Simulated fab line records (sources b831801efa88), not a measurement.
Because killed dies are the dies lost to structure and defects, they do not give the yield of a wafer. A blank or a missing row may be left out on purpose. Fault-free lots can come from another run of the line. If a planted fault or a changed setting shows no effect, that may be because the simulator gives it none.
Matching of chambers	flow sky130	SKY_VIA1_CMP_24 on cmp-01: 4 sister chambers
The step polishes, stops on SiO2, t overpolish 15 s, target thk 0 nm. 14 wafers are shown with their chamber, then 6 later ones without.

## WAFERS, EACH WITH ITS CHAMBER
wafer	chamber	motorCurrentA (A)	timeToEndpointS (s)	retainingRingPressureFrac
L866.1	1	10.5	68.6	0.999
L866.5	1	10.1	67.1	1.000
L866.6	2	11.8	66.4	0.998
L870.3	1	10.3	66.5	1.003
L870.6	0	10.9	66.1	1.000
L871.1	1	10.5	68.6	1.000
L871.2	3	14.1	64.9	1.001
L871.4	0	10.7	66.1	1.007
L884.2	3	13.9	69.4	1.000
L884.3	2	12.0	69.7	1.000
L884.4	1	9.9	71.7	0.995
L886.3	0	11.0	65.5	0.997
L886.4	3	13.9	63.1	1.004
L886.5	3	13.2	65.6	1.007

SIGNATURES (means of the wafers above)
reading	chamber 0	chamber 1	chamber 2	chamber 3	scatter within a chamber
motorCurrentA	10.867	10.260	11.900	13.775	0.284
timeToEndpointS	65.900	68.500	68.050	65.750	2.07
retainingRingPressureFrac	1.00133	0.99940	0.99900	1.00300	0.00343
Rule: distance of a wafer from a chamber = root of the sum over the readings of ((wafer's reading minus chamber's mean) / reading's scatter) squared. The wafer belongs to the nearest chamber; if the next one is less than 2 further off, it can't be placed. How the scatter is found: for the shown wafers, subtract from each reading the mean of its chamber, square and add these, divide the total by (wafers less chambers), then take the root.

## WAFERS WITHOUT THEIR CHAMBER
wafer	motorCurrentA (A)	timeToEndpointS (s)	retainingRingPressureFrac
L888.1	10.4	68.6	1.000
L888.4	13.6	65.6	1.003
L888.6	10.0	68.6	1.006
L889.1	12.4	70.5	1.003
L889.2	10.8	69.2	0.997
L889.4	12.8	64.6	1.003

## WHICH CHAMBER EACH ONE RAN IN
wafer	from the rows above	in truth
L888.1	can't be placed: 1 or 0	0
L888.4	3	3
L888.6	can't be placed: 1 or 0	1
L889.1	2	2
L889.2	can't be placed: 0 or 1 or 2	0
L889.4	can't be placed: 3 or 2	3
2 of 6 placed correctly. Can't be placed from these rows: 4 (the true chamber is among the candidates in 4). 0 placed wrongly.
